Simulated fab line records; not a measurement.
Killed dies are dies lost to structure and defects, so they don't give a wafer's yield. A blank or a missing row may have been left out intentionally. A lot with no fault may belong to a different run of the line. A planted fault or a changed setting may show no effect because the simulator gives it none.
What tool caused it? || flow sfqLine || 14 lots with 42 wafers sampled at 3 steps, on a route of 325 steps

== WHAT THE GAUGES SHOWED, per wafer ==
SFQ_M7_OVL_MEAS_945. Usual: M7_OVL gives 1 nm (standard deviation 5.3).
{"lot": "L668", "measured": "day 67 08:04", "on": "overlay-02", "M7_OVL (nm)": "1 -1 -3", "flag": ""}
{"lot": "L669", "measured": "day 67 09:16", "on": "overlay-02", "M7_OVL (nm)": "3 3 8", "flag": ""}
{"lot": "L670", "measured": "day 67 10:28", "on": "overlay-02", "M7_OVL (nm)": "4 6 1", "flag": ""}
{"lot": "L671", "measured": "day 67 11:40", "on": "overlay-02", "M7_OVL (nm)": "1 -1 -4", "flag": ""}
{"lot": "L673", "measured": "day 67 14:04", "on": "overlay-02", "M7_OVL (nm)": "1 3 5", "flag": ""}
{"lot": "L674", "measured": "day 67 15:16", "on": "overlay-02", "M7_OVL (nm)": "-2 -6 -3", "flag": ""}
{"lot": "L675", "measured": "day 67 16:28", "on": "overlay-02", "M7_OVL (nm)": "-10 -2 0", "flag": ""}
{"lot": "L676", "measured": "day 67 18:28", "on": "overlay-01", "M7_OVL (nm)": "-14 -8 -7", "flag": ""}
{"lot": "L677", "measured": "day 70 06:54", "on": "overlay-02", "M7_OVL (nm)": "5 3 2", "flag": ""}
{"lot": "L678", "measured": "day 70 09:13", "on": "overlay-01", "M7_OVL (nm)": "2 3 4", "flag": ""}
{"lot": "L681", "measured": "day 72 05:44", "on": "overlay-01", "M7_OVL (nm)": "2 6 6", "flag": ""}
{"lot": "L682", "measured": "day 73 15:37", "on": "overlay-02", "M7_OVL (nm)": "6 -2 7", "flag": ""}
{"lot": "L684", "measured": "day 74 15:28", "on": "overlay-01", "M7_OVL (nm)": "0 3 3", "flag": ""}
{"lot": "L687", "measured": "day 75 04:30", "on": "overlay-01", "M7_OVL (nm)": "1 -3 1", "flag": ""}

== WHAT TOOL EACH LOT RAN ON (gives the tool, then ch and the chambers of the sampled wafers, and finally the start) ==
{"lot": "L668", "SFQ_TRILAYER_L0_CAP_PECVD_011": "pecvd-01 ch 0,1, day 4 05:43", "SFQ_TRILAYER_L0_VIA_ETCH_VIA_ETCH_016": "rieDiel-02 ch 1,2, day 7 07:43"}
{"lot": "L669", "SFQ_TRILAYER_L0_CAP_PECVD_011": "pecvd-04 ch 0,1, day 4 11:42", "SFQ_TRILAYER_L0_VIA_ETCH_VIA_ETCH_016": "rieDiel-02 ch 1,2,3, day 7 16:04"}
{"lot": "L670", "SFQ_TRILAYER_L0_CAP_PECVD_011": "pecvd-04 ch 0,1, day 4 20:06", "SFQ_TRILAYER_L0_VIA_ETCH_VIA_ETCH_016": "rieDiel-02 ch 1,2,3, day 8 00:28"}
{"lot": "L671", "SFQ_TRILAYER_L0_CAP_PECVD_011": "pecvd-03 ch 1,2, day 5 02:06", "SFQ_TRILAYER_L0_VIA_ETCH_VIA_ETCH_016": "rieDiel-02 ch 0,1, day 8 08:59"}
{"lot": "L673", "SFQ_TRILAYER_L0_CAP_PECVD_011": "pecvd-01 ch 0,1,2, day 5 15:52", "SFQ_TRILAYER_L0_VIA_ETCH_VIA_ETCH_016": "rieDiel-02 ch 0,1,3, day 9 00:29"}
{"lot": "L674", "SFQ_TRILAYER_L0_CAP_PECVD_011": "pecvd-03 ch 0,1, day 5 22:02", "SFQ_TRILAYER_L0_VIA_ETCH_VIA_ETCH_016": "rieDiel-02 ch 0,1, day 9 12:35"}
{"lot": "L675", "SFQ_TRILAYER_L0_CAP_PECVD_011": "pecvd-04 ch 0,2, day 6 02:40", "SFQ_TRILAYER_L0_VIA_ETCH_VIA_ETCH_016": "rieDiel-03 ch 2,3, day 9 19:02"}
{"lot": "L676", "SFQ_TRILAYER_L0_CAP_PECVD_011": "pecvd-03 ch 0,2, day 6 06:16", "SFQ_TRILAYER_L0_VIA_ETCH_VIA_ETCH_016": "rieDiel-04 ch 0,1,2, day 9 22:38"}
{"lot": "L677", "SFQ_TRILAYER_L0_CAP_PECVD_011": "pecvd-03 ch 0,1,2, day 6 09:22", "SFQ_TRILAYER_L0_VIA_ETCH_VIA_ETCH_016": "rieDiel-02 ch 0,1,3, day 10 01:02"}
{"lot": "L678", "SFQ_TRILAYER_L0_CAP_PECVD_011": "pecvd-01 ch 0,2, day 6 15:52", "SFQ_TRILAYER_L0_VIA_ETCH_VIA_ETCH_016": "rieDiel-04 ch 1,2,3, day 10 04:38"}
{"lot": "L681", "SFQ_TRILAYER_L0_CAP_PECVD_011": "pecvd-03 ch 0,1, day 7 10:04", "SFQ_TRILAYER_L0_VIA_ETCH_VIA_ETCH_016": "rieDiel-02 ch 0,1,2, day 10 23:50"}
{"lot": "L682", "SFQ_TRILAYER_L0_CAP_PECVD_011": "pecvd-03 ch 0,1,2, day 7 14:42", "SFQ_TRILAYER_L0_VIA_ETCH_VIA_ETCH_016": "rieDiel-03 ch 0,2,3, day 11 04:12"}
{"lot": "L684", "SFQ_TRILAYER_L0_CAP_PECVD_011": "pecvd-03 ch 0,2, day 8 02:38", "SFQ_TRILAYER_L0_VIA_ETCH_VIA_ETCH_016": "rieDiel-02 ch 0,1,3, day 11 14:59"}
{"lot": "L687", "SFQ_TRILAYER_L0_CAP_PECVD_011": "pecvd-04 ch 0,1, day 8 21:42", "SFQ_TRILAYER_L0_VIA_ETCH_VIA_ETCH_016": "rieDiel-02 ch 0,2,3, day 12 07:47"}
- SFQ_TRILAYER_L0_CAP_PECVD_011: deposits SiO2 from SiH4/N2O, time 13.333 s, target thk 60 nm.
- SFQ_TRILAYER_L0_VIA_ETCH_VIA_ETCH_016: etches SiO2 in CHF3, stops on MoNx KI, target depth 80 nm.

== AS READ BY THE TOOLS THEMSELVES (means over the sampled wafers that have a number; for cases with no such wafer, the mark the record gives instead) ==
SFQ_TRILAYER_L0_CAP_PECVD_011. Usual: heaterPowerW 81 W, standard deviation 20; throttleValvePct 24.1 %, standard deviation 0.97.
{"lot": "L668", "tool": "pecvd-01", "heaterPowerW (W)": 93, "throttleValvePct (%)": 25.6, "flag": ""}
{"lot": "L669", "tool": "pecvd-04", "heaterPowerW (W)": 73, "throttleValvePct (%)": 24.1, "flag": ""}
{"lot": "L670", "tool": "pecvd-04", "heaterPowerW (W)": 102, "throttleValvePct (%)": 23.8, "flag": ""}
{"lot": "L671", "tool": "pecvd-03", "heaterPowerW (W)": 78, "throttleValvePct (%)": 23.8, "flag": ""}
{"lot": "L673", "tool": "pecvd-01", "heaterPowerW (W)": 87, "throttleValvePct (%)": 25.2, "flag": ""}
{"lot": "L674", "tool": "pecvd-03", "heaterPowerW (W)": 65, "throttleValvePct (%)": 23.0, "flag": ""}
{"lot": "L675", "tool": "pecvd-04", "heaterPowerW (W)": 68, "throttleValvePct (%)": 23.9, "flag": ""}
{"lot": "L676", "tool": "pecvd-03", "heaterPowerW (W)": 72, "throttleValvePct (%)": 23.7, "flag": ""}
{"lot": "L677", "tool": "pecvd-03", "heaterPowerW (W)": 74, "throttleValvePct (%)": 23.4, "flag": ""}
{"lot": "L678", "tool": "pecvd-01", "heaterPowerW (W)": 84, "throttleValvePct (%)": 24.8, "flag": ""}
{"lot": "L681", "tool": "pecvd-03", "heaterPowerW (W)": 79, "throttleValvePct (%)": 23.3, "flag": ""}
{"lot": "L682", "tool": "pecvd-03", "heaterPowerW (W)": 69, "throttleValvePct (%)": 23.4, "flag": ""}
{"lot": "L684", "tool": "pecvd-03", "heaterPowerW (W)": 67, "throttleValvePct (%)": 23.5, "flag": ""}
{"lot": "L687", "tool": "pecvd-04", "heaterPowerW (W)": 71, "throttleValvePct (%)": 24.0, "flag": ""}

SFQ_TRILAYER_L0_VIA_ETCH_VIA_ETCH_016. Usual: drypumpMotorCurrentA 5.7 A, standard deviation 0.49; oesProductAu 0.844 a.u., standard deviation 0.0073.
{"lot": "L668", "tool": "rieDiel-02", "drypumpMotorCurrentA (A)": 5.4, "oesProductAu (a.u.)": 0.846, "flag": ""}
{"lot": "L669", "tool": "rieDiel-02", "drypumpMotorCurrentA (A)": 5.7, "oesProductAu (a.u.)": 0.840, "flag": ""}
{"lot": "L670", "tool": "rieDiel-02", "drypumpMotorCurrentA (A)": 5.7, "oesProductAu (a.u.)": 0.850, "flag": ""}
{"lot": "L671", "tool": "rieDiel-02", "drypumpMotorCurrentA (A)": 5.1, "oesProductAu (a.u.)": 0.857, "flag": ""}
{"lot": "L673", "tool": "rieDiel-02", "drypumpMotorCurrentA (A)": 5.6, "oesProductAu (a.u.)": 0.847, "flag": ""}
{"lot": "L674", "tool": "rieDiel-02", "drypumpMotorCurrentA (A)": 5.1, "oesProductAu (a.u.)": 0.837, "flag": ""}
{"lot": "L675", "tool": "rieDiel-03", "drypumpMotorCurrentA (A)": 6.2, "oesProductAu (a.u.)": 0.844, "flag": ""}
{"lot": "L676", "tool": "rieDiel-04", "drypumpMotorCurrentA (A)": 6.0, "oesProductAu (a.u.)": 0.846, "flag": ""}
{"lot": "L677", "tool": "rieDiel-02", "drypumpMotorCurrentA (A)": 5.6, "oesProductAu (a.u.)": 0.843, "flag": ""}
{"lot": "L678", "tool": "rieDiel-04", "drypumpMotorCurrentA (A)": 6.0, "oesProductAu (a.u.)": 0.844, "flag": ""}
{"lot": "L681", "tool": "rieDiel-02", "drypumpMotorCurrentA (A)": 5.3, "oesProductAu (a.u.)": 0.842, "flag": ""}
{"lot": "L682", "tool": "rieDiel-03", "drypumpMotorCurrentA (A)": 5.8, "oesProductAu (a.u.)": 0.802, "flag": "OFF"}
{"lot": "L684", "tool": "rieDiel-02", "drypumpMotorCurrentA (A)": 5.6, "oesProductAu (a.u.)": 0.795, "flag": "OFF"}
{"lot": "L687", "tool": "rieDiel-02", "drypumpMotorCurrentA (A)": 5.4, "oesProductAu (a.u.)": 0.850, "flag": ""}

== THE ANSWER, worked out from the rows above alone ==
Rule: a lot is off if the mean of its wafers that have a number lies more than 3 standard deviations from the usual mean. Also off: a lot with no number at a reading for which 4 or more lots have one. Any other lot the step has rows for is counted as sound. The gauges are gone through in route order, then the tools' own readings, and for those a lot's mean is taken as printed above. At the first step where some lot is off, the reading lying furthest off is the one used; lots without a number count as furthest.
Off, at SFQ_TRILAYER_L0_VIA_ETCH_VIA_ETCH_016 on oesProductAu: L682, L684.
If a tool, at that step or one of the process steps before it, ran each lot that is off and ran no sound lot following the first of them, it fits. One candidate fits, namely pecvd-03 at SFQ_TRILAYER_L0_CAP_PECVD_011. Its last sound lot is L681 (day 7 10:04), its first lot that is off L682 (day 7 14:42): a fault that began between those two fits.

== WHAT THE SIMULATOR HAD INSERTED ==
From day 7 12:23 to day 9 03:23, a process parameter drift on pecvd-03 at SFQ_TRILAYER_L0_CAP_PECVD_011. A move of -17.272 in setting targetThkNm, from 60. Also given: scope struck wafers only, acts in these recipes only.
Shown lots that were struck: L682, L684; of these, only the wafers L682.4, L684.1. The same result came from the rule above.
